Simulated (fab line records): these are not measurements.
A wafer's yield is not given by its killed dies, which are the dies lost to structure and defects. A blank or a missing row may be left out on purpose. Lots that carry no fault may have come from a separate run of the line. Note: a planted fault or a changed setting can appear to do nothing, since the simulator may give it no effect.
Which tool was responsible? -- flow sky130 -- 72 wafers from 24 lots sampled at 6 of the route's 708 steps

## WHAT EACH GAUGE READ, for each wafer
SKY_VIA1_THK_MEAS_23: measures by xrf. Usual: VIA1_W_THK gives 269.6 nm (standard deviation 2.9).
lot,measured,on,VIA1_W_THK (nm),flag
L074,day 34 06:04,film metro-01,268.5 274.0 271.5,
L075,day 34 10:58,film metro-02,267.5 270.0 266.7,
L076,day 34 15:46,film metro-01,272.4 268.9 273.7,
L077,day 34 22:43,film metro-02,272.4 275.1 272.0,
L078,day 35 06:01,film metro-04,273.2 270.2 270.6,
L079,day 35 14:37,film metro-02,267.1 266.6 268.2,
L080,day 35 22:32,film metro-02,268.6 266.7 271.4,
L081,day 36 18:53,film metro-01,267.5 266.8 270.2,
L082,day 36 21:02,film metro-01,265.3 268.8 270.5,
L083,day 36 21:38,film metro-01,265.5 264.7 268.5,
L084,day 37 01:20,film metro-04,267.8 274.1 269.7,
L085,day 37 11:09,film metro-01,266.4 266.5 271.6,
L086,day 37 20:34,film metro-04,270.5 271.4 267.6,
L087,day 38 08:55,film metro-02,275.5 271.4 266.2,
L088,day 38 10:44,film metro-02,270.4 263.1 267.7,
L089,day 38 18:01,film metro-04,265.9 268.4 264.8,
L090,day 39 00:03,film metro-02,271.7 268.9 272.6,
L091,day 39 10:33,film metro-01,267.6 270.3 273.5,
L092,day 39 16:27,film metro-04,269.7 266.0 265.0,
L093,day 39 18:23,film metro-02,267.4 274.2 270.4,
L094,day 40 02:54,film metro-04,271.1 268.6 272.1,
L095,day 40 11:52,film metro-02,266.4 268.6 275.5,
L096,day 40 17:20,film metro-02,273.6 269.9 271.5,
L097,day 40 23:10,film metro-02,270.2 271.5 274.5,

SKY_VIA2_CD_MEAS_12 targets a cd of 200 nm. Usual: cd nm reads 200.0 nm (standard deviation 1.5).
lot,measured,on,cd nm (nm),flag
L074,day 36 12:40,cd sem-01,198.6 198.8 201.4,
L075,day 36 17:31,cd sem-02,200.8 200.5 200.7,
L076,day 36 22:57,cd sem-02,199.4 199.3 198.8,
L077,day 37 04:10,cd sem-01,197.5 196.9 198.7,
L078,day 37 13:32,cd sem-02,200.8 200.8 201.8,
L079,day 37 21:24,cd sem-02,200.7 201.8 201.7,
L080,day 38 05:47,cd sem-01,199.7 200.4 199.5,
L081,day 39 01:06,cd sem-02,198.8 199.3 199.2,
L082,day 39 02:31,cd sem-02,200.9 200.4 198.3,
L083,day 39 03:03,cd sem-01,196.5 197.0 197.0,
L084,day 39 06:27,cd sem-02,202.6 201.6 202.5,
L085,day 39 15:41,cd sem-02,201.5 199.5 199.8,
L086,day 39 23:30,cd sem-01,200.9 200.8 199.4,
L087,day 40 12:44,cd sem-01,196.9 196.9 197.1,
L088,day 40 13:26,cd sem-01,199.4 201.8 201.7,
L089,day 40 21:35,cd sem-02,200.1 201.9 200.0,
L090,day 41 01:50,cd sem-02,202.2 200.6 199.7,
L091,day 41 12:32,cd sem-02,200.4 201.5 201.7,
L092,day 41 18:34,cd sem-01,199.6 199.7 200.3,
L093,day 41 20:53,cd sem-02,199.9 200.5 200.1,
L094,day 42 05:04,cd sem-02,202.0 201.3 200.1,
L095,day 42 13:47,cd sem-01,196.7 197.9 198.0,
L096,day 42 17:45,cd sem-01,202.2 201.9 201.2,
L097,day 43 00:50,cd sem-01,200.4 200.7 200.7,

SKY_CAP2M_THK_MEAS_04: measures by xrf. Usual: CAP2M_TIN_THK gives 202.9 nm (standard deviation 2.2).
lot,measured,on,CAP2M_TIN_THK (nm),flag
L074,day 39 23:26,film metro-03,202.4 202.6 203.3,
L075,day 40 04:03,film metro-04,206.3 203.1 205.1,
L076,day 40 08:27,film metro-02,199.4 199.8 201.6,
L077,day 40 13:26,film metro-02,201.3 200.0 200.9,
L078,day 40 22:23,film metro-03,202.6 202.9 200.6,
L079,day 41 05:08,film metro-03,205.2 201.8 202.2,
L080,day 41 12:49,film metro-03,203.0 203.2 203.4,
L081,day 42 07:58,film metro-04,200.4 199.2 200.7,
L082,day 42 08:22,film metro-02,201.9 203.8 202.5,
L083,day 42 09:23,film metro-03,205.8 207.4 205.3,
L084,day 42 12:17,film metro-04,201.4 202.2 201.3,
L085,day 42 21:46,film metro-03,202.3 203.5 201.2,
L086,day 43 04:58,film metro-04,199.3 199.4 200.5,
L087,day 43 17:14,film metro-04,202.0 203.5 204.0,
L088,day 43 17:26,film metro-03,205.0 203.4 204.7,
L089,day 44 01:53,film metro-02,199.6 200.2 199.5,
L090,day 44 05:47,film metro-02,202.1 199.2 200.1,
L091,day 44 14:53,film metro-03,200.7 200.3 199.7,
L092,day 44 21:59,film metro-03,206.1 204.7 206.1,
L093,day 44 23:22,film metro-04,207.3 206.6 209.0,
L094,day 45 05:56,film metro-03,204.6 204.1 203.0,
L095,day 45 14:30,film metro-02,202.3 202.4 201.6,
L096,day 45 20:53,film metro-03,206.4 205.9 203.8,
L097,day 46 02:02,film metro-03,204.2 204.0 203.4,

SKY_VIA4_THK_MEAS_20: measures by xrf. Usual: VIA4_W_THK gives 510 nm (standard deviation 7.6).
lot,measured,on,VIA4_W_THK (nm),flag
L074,day 43 01:46,film metro-04,509 505 508,
L075,day 43 06:09,film metro-04,509 508 501,
L076,day 43 09:37,film metro-04,504 504 500,
L077,day 43 14:20,film metro-04,502 505 501,
L078,day 43 23:25,film metro-04,503 503 501,
L079,day 44 05:47,film metro-03,513 509 511,
L080,day 44 12:50,film metro-04,496 502 502,
L081,day 45 06:59,film metro-01,507 512 510,
L082,day 45 07:27,film metro-03,515 515 521,
L083,day 45 08:25,film metro-04,500 504 503,
L084,day 45 09:53,film metro-03,516 515 523,
L085,day 45 20:14,film metro-03,516 518 518,
L086,day 46 02:05,film metro-01,518 523 522,
L087,day 46 12:54,film metro-01,521 519 520,
L088,day 46 13:19,film metro-03,510 509 503,
L089,day 46 21:17,film metro-01,515 513 519,
L090,day 47 01:05,film metro-03,505 504 501,
L091,day 47 09:17,film metro-03,516 507 507,
L092,day 47 14:35,film metro-03,504 506 507,
L093,day 47 15:46,film metro-04,503 505 504,
L094,day 47 21:44,film metro-03,510 505 503,
L095,day 48 05:16,film metro-01,512 515 518,
L096,day 48 10:55,film metro-04,498 501 502,
L097,day 48 15:50,film metro-03,512 512 512,

## TOOL THAT RAN EACH LOT (tool first, then ch and the chambers of the sampled wafers, then the start)
lot,SKY_VIA2_CMP_02,SKY_VIA2_SPUTTER_20
L074,"cmp-02 ch 0,1, day 35 10:11","pvd sputter-04, day 36 13:30"
L075,"cmp-02 ch 0,1,2, day 35 15:02","pvd sputter-02, day 36 18:22"
L076,"cmp-02 ch 0,2,3, day 35 20:26","pvd sputter-03, day 36 23:47"
L077,"cmp-02 ch 0,1,3, day 36 02:04","pvd sputter-02, day 37 05:04"
L078,"cmp-01 ch 0,1,2, day 36 10:38","pvd sputter-02, day 37 14:24"
L079,"cmp-01 ch 0,3, day 36 18:19","pvd sputter-04, day 37 22:14"
L080,"cmp-01 ch 1,3, day 37 03:15","pvd sputter-03, day 38 06:38"
L081,"cmp-02 ch 0,1,2, day 37 23:15","pvd sputter-03, day 39 01:57"
L082,"cmp-01 ch 1,2,3, day 38 01:29","pvd sputter-03, day 39 03:24"
L083,"cmp-01 ch 0,1,3, day 38 01:44","pvd sputter-03, day 39 03:58"
L084,"cmp-01 ch 0,1,2, day 38 05:31","pvd sputter-04, day 39 07:19"
L085,"cmp-01 ch 0,1,3, day 38 14:54","pvd sputter-02, day 39 16:32"
L086,"cmp-01 ch 0,1,2, day 38 23:37","pvd sputter-02, day 40 00:22"
L087,"cmp-01 ch 0,1,3, day 39 12:10","pvd sputter-03, day 40 13:35"
L088,"cmp-02 ch 1,2, day 39 12:36","pvd sputter-04, day 40 14:17"
L089,"cmp-02 ch 0,1,3, day 39 20:28","pvd sputter-02, day 40 22:26"
L090,"cmp-02 ch 1,2, day 40 01:09","pvd sputter-04, day 41 02:45"
L091,"cmp-01 ch 0,1,3, day 40 12:17","pvd sputter-02, day 41 13:26"
L092,"cmp-02 ch 1,3, day 40 18:25","pvd sputter-02, day 41 19:23"
L093,"cmp-01 ch 0,1,2, day 40 20:40","pvd sputter-04, day 41 21:46"
L094,"cmp-02 ch 0,1,2, day 41 04:37","pvd sputter-04, day 42 05:56"
L095,"cmp-01 ch 0,2,3, day 41 13:37","pvd sputter-04, day 42 14:39"
L096,"cmp-02 ch 0,3, day 41 18:40","pvd sputter-03, day 42 18:37"
L097,"cmp-01 ch 0,3, day 42 00:49","pvd sputter-03, day 43 01:42"
- SKY_VIA2_CMP_02: polishes SiO2.
- SKY_VIA2_SPUTTER_20: material TiN, target thk 20 nm, time 80 s.

## WHAT THE TOOLS THEMSELVES READ (means of the sampled wafers that have a number; where no wafer has one, the mark that the record gives instead)
SKY_VIA2_CMP_02. Usual: motor current A reads 12.0 A (standard deviation 1.2).
lot,tool,motor current A (A),flag
L074,cmp-02,12.7,
L075,cmp-02,11.9,
L076,cmp-02,11.0,
L077,cmp-02,11.6,
L078,cmp-01,11.7,
L079,cmp-01,12.9,
L080,cmp-01,11.5,
L081,cmp-02,11.4,
L082,cmp-01,12.2,
L083,cmp-01,12.3,
L084,cmp-01,11.7,
L085,cmp-01,12.0,
L086,cmp-01,11.3,
L087,cmp-01,12.0,
L088,cmp-02,13.0,
L089,cmp-02,11.7,
L090,cmp-02,13.2,
L091,cmp-01,12.4,
L092,cmp-02,13.0,
L093,cmp-01,12.0,
L094,cmp-02,11.8,
L095,cmp-01,12.6,
L096,cmp-02,11.2,
L097,cmp-01,12.5,

SKY_VIA2_SPUTTER_20. Usual: throttle valve pct reads 30.0 % (standard deviation 1.1).
lot,tool,throttle valve pct (%),flag
L074,pvd sputter-04,30.4,
L075,pvd sputter-02,30.7,
L076,pvd sputter-03,29.3,
L077,pvd sputter-02,30.1,
L078,pvd sputter-02,30.7,
L079,pvd sputter-04,29.7,
L080,pvd sputter-03,29.6,
L081,pvd sputter-03,29.6,
L082,pvd sputter-03,29.5,
L083,pvd sputter-03,29.6,
L084,pvd sputter-04,29.8,
L085,pvd sputter-02,31.6,
L086,pvd sputter-02,30.6,
L087,pvd sputter-03,29.3,
L088,pvd sputter-04,29.9,
L089,pvd sputter-02,30.5,
L090,pvd sputter-04,29.6,
L091,pvd sputter-02,30.5,
L092,pvd sputter-02,30.7,
L093,pvd sputter-04,29.8,
L094,pvd sputter-04,29.9,
L095,pvd sputter-04,30.1,
L096,pvd sputter-03,29.1,
L097,pvd sputter-03,30.1,

## THE ANSWER, worked out from the rows above alone
Rule: take the mean of a lot's wafers that have a number; if it is more than 3 standard deviations from the usual mean, the lot is off. A lot without any number at a reading at which 4 lots or more have one is off too. Any other lot the step has rows for is counted as sound. The gauges are gone through in route order, then the tools' own readings, and for those a lot's mean is taken as printed above. At the first step where some lot is off, the reading lying furthest off is the one used; lots without a number count as furthest.
No lot is off at any reading shown: from this, nothing can be told.

## WHAT THE SIMULATOR HAD INSERTED
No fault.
